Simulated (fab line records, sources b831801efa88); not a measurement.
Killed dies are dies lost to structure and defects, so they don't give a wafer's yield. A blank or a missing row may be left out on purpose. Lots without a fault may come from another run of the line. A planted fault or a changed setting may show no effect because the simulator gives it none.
A struck lot beside a sound one | flow sfq_line | 37 steps out of a route of 325
Sound: wafers L559.1, L559.2, L559.6. Struck: wafer L564.6. (L564.2, L564.5 of the same lot were not struck and are left out.) The cause comes at the end.
At each step with rows: each side's tool, then ch and its chambers, then its first start. Under that, the readings that differ: sound wafers | struck wafers | difference of the means | sigmas: that difference in standard deviations of wafers without a fault.
alike: readings whose means differ by less than 2 such deviations, and words and numbers that are the same on both sides. not compared: withheld readings, readings that some wafer has no value for, bounds like >300 that may hide the same value, and numbers for which the record gives no deviation and whose values overlap.
The two part at a step that has a row with sigmas, a row that says differs or no value, or rows on one side only. Numbers that don't overlap but have no deviation are shown without sigmas and don't part them. A reading that every wafer of one side lacks parts them only if that side has two wafers or more.

SFQ_R5_THK_MEAS_934: measures by xrf.
  sound on film_metro-02, day 53 05:09; struck on film_metro-01, day 54 07:40
  alike: R5_MONX_THK
then, 6 steps without rows for these wafers: SFQ_TRILAYER_R5_LITHO_COAT_141 (resist thk 62 nm); SFQ_TRILAYER_R5_LITHO_COAT_136 (resist thk 600 nm); SFQ_TRILAYER_R5_LITHO_SOFTBAKE_140; SFQ_TRILAYER_R5_LITHO_EXPOSE_137 (exposes mask R5, target cd 500 nm); SFQ_TRILAYER_R5_LITHO_PEB_139 (peb time 60 s); SFQ_TRILAYER_R5_LITHO_DEVELOP_138 (time 60 s).
-- the record jumps here: 6 days lie between the struck wafers' starts before and after --
SFQ_R5_OVL_MEAS_935:
  sound on overlay-02, day 59 06:04; struck on overlay-02, day 60 13:35
  alike: R5_OVL
SFQ_TRILAYER_R5_BARC_OPEN_METAL_ETCH_177: etches BARC in O2, target depth 125 nm, time 41.7 s.
  sound on rie_metal-03 ch 0,1, day 59 06:06; struck on rie_metal-02 ch 1, day 60 13:37
  alike: drypump_motor_current_A, oes_product_au
  not compared: rf_hours_counter_h
SFQ_TRILAYER_R5_ETCH_METAL_ETCH_139: etches the open film in Cl2, stops on SiO2, target depth 60 nm, time 40 s.
  sound on rie_metal-03 ch 0,1, day 59 06:10; struck on rie_metal-02 ch 1, day 60 13:40
  reading               | sound             | struck | difference | sigmas
  oes_product_au (a.u.) | 0.996 0.980 0.979 | 1.000  | +0.015     | +3
  alike: drypump_motor_current_A
  not compared: rf_hours_counter_h
SFQ_TRILAYER_R5_STRIP_STRIP_140: strips in O2.
  sound on rie_metal-03 ch 0,1, day 59 06:13; struck on rie_metal-02 ch 1, day 60 13:44
  reading               | sound             | struck | difference | sigmas
  oes_product_au (a.u.) | 1.020 0.983 0.991 | 1.019  | +0.021     | +2
  alike: drypump_motor_current_A
  not compared: rf_hours_counter_h
then, 1 step without rows for these wafers: SFQ_TRILAYER_R5_STRIP_SOLV_CLEAN_141 (cleans in NMP, time 600 s).
SFQ_TRILAYER_A5C_DEP_PECVD_142: deposits SiO2 from SiH4/N2O, time 15.556 s, target thk 70 nm.
  sound on pecvd-01 ch 0,1,2, day 59 06:59; struck on pecvd-02 ch 2, day 60 14:31
  reading                                              | sound            | struck | difference | sigmas
  model.SiO2_of_TRILAYER_A5C_DEP_PECVD_142.thk_nm (nm) | 69.5 69.96 70.94 | 39.76  | -30.37     |
  alike: heater_power_w, throttle_valve_pct
then, 6 steps without rows for these wafers: SFQ_TRILAYER_I5_LITHO_COAT_149 (resist thk 62 nm); SFQ_TRILAYER_I5_LITHO_COAT_144 (resist thk 650 nm); SFQ_TRILAYER_I5_LITHO_SOFTBAKE_148; SFQ_TRILAYER_I5_LITHO_EXPOSE_145 (exposes mask I5, target cd 700 nm); SFQ_TRILAYER_I5_LITHO_PEB_147 (peb time 60 s); SFQ_TRILAYER_I5_LITHO_DEVELOP_146 (time 60 s).
-- the record jumps here: 5 days lie between the struck wafers' starts before and after --
SFQ_I5_OVL_MEAS_936:
  sound on overlay-01, day 65 02:49; struck on overlay-02, day 65 23:21
  alike: I5_OVL
SFQ_TRILAYER_I5_BARC_OPEN_VIA_ETCH_200: etches BARC in O2, target depth 125 nm, time 41.7 s.
  sound on rie_diel-01 ch 0,3, day 65 02:52; struck on rie_diel-02 ch 1, day 65 23:23
  reading                     | sound       | struck | difference | sigmas
  drypump_motor_current_A (A) | 6.1 5.5 6.1 | 4.8    | -1.1       | -2
  alike: oes_product_au
  not compared: rf_hours_counter_h
then, 1 step without rows for these wafers: SFQ_TRILAYER_I5_ETCH_VIA_ETCH_147 (etches the open film in CHF3, stops on Nb, target depth 360 nm).
SFQ_TRILAYER_I5_STRIP_STRIP_148: strips in O2.
  sound on rie_metal-02 ch 0,1, day 65 03:03; struck on rie_metal-02 ch 1, day 65 23:34
  alike: drypump_motor_current_A, oes_product_au
  not compared: rf_hours_counter_h
then, 7 steps without rows for these wafers: SFQ_TRILAYER_I5_STRIP_SOLV_CLEAN_149 (cleans in NMP, time 600 s); SFQ_TRILAYER_C5_LITHO_COAT_156 (resist thk 62 nm); SFQ_TRILAYER_C5_LITHO_COAT_151 (resist thk 650 nm); SFQ_TRILAYER_C5_LITHO_SOFTBAKE_155; SFQ_TRILAYER_C5_LITHO_EXPOSE_152 (exposes mask C5, target cd 500 nm); SFQ_TRILAYER_C5_LITHO_PEB_154 (peb time 60 s); SFQ_TRILAYER_C5_LITHO_DEVELOP_153 (time 60 s).
-- the record jumps here: 5 days lie between the struck wafers' starts before and after --
SFQ_C5_OVL_MEAS_937:
  sound on overlay-02, day 70 06:23; struck on overlay-01, day 71 03:35
  alike: C5_OVL
then, 1 step without rows for these wafers: SFQ_TRILAYER_C5_BARC_OPEN_VIA_ETCH_210 (etches BARC in O2, target depth 125 nm, time 41.7 s).
SFQ_TRILAYER_C5_ETCH_VIA_ETCH_154: etches SiO2 in CHF3, stops on Nb, target depth 84 nm.
  sound on rie_diel-02 ch 0,1, day 70 06:27; struck on rie_diel-04 ch 1, day 71 03:39
  reading                        | sound             | struck | difference | sigmas
  oes_product_au (a.u.)          | 0.895 0.898 0.894 | 0.669  | -0.227     | -30
  model.etch.depth_nm (nm)       | 69.5 69.96 70.94  | 39.76  | -30.37     |
  model.C5.feature_depth_nm (nm) | 69.5 69.96 70.94  | 39.76  | -30.37     |
  alike: drypump_motor_current_A
then, 2 steps without rows for these wafers: SFQ_TRILAYER_C5_STRIP_STRIP_155 (strips in O2); SFQ_TRILAYER_C5_STRIP_SOLV_CLEAN_156 (cleans in NMP, time 600 s).
SFQ_TRILAYER_M6_DEP_PRE_CLEAN_158: time 22.5 s.
  sound on pvd_sputter-04, day 70 07:17; struck on pvd_sputter-05, day 71 04:28
  reading                                              | sound          | struck | difference | sigmas
  model.SiO2_of_TRILAYER_A5C_DEP_PECVD_142.thk_nm (nm) | 62 62.46 63.44 | 32.26  | -30.37     |
then, 1 step without rows for these wafers: SFQ_TRILAYER_M6_DEP_SPUTTER_157 (material Nb, target thk 200 nm, time 133.3 s).

WHERE THEY PART
First at SFQ_TRILAYER_R5_ETCH_METAL_ETCH_139; last, within this record, at SFQ_TRILAYER_C5_ETCH_VIA_ETCH_154.

WHY: what the simulator had put in
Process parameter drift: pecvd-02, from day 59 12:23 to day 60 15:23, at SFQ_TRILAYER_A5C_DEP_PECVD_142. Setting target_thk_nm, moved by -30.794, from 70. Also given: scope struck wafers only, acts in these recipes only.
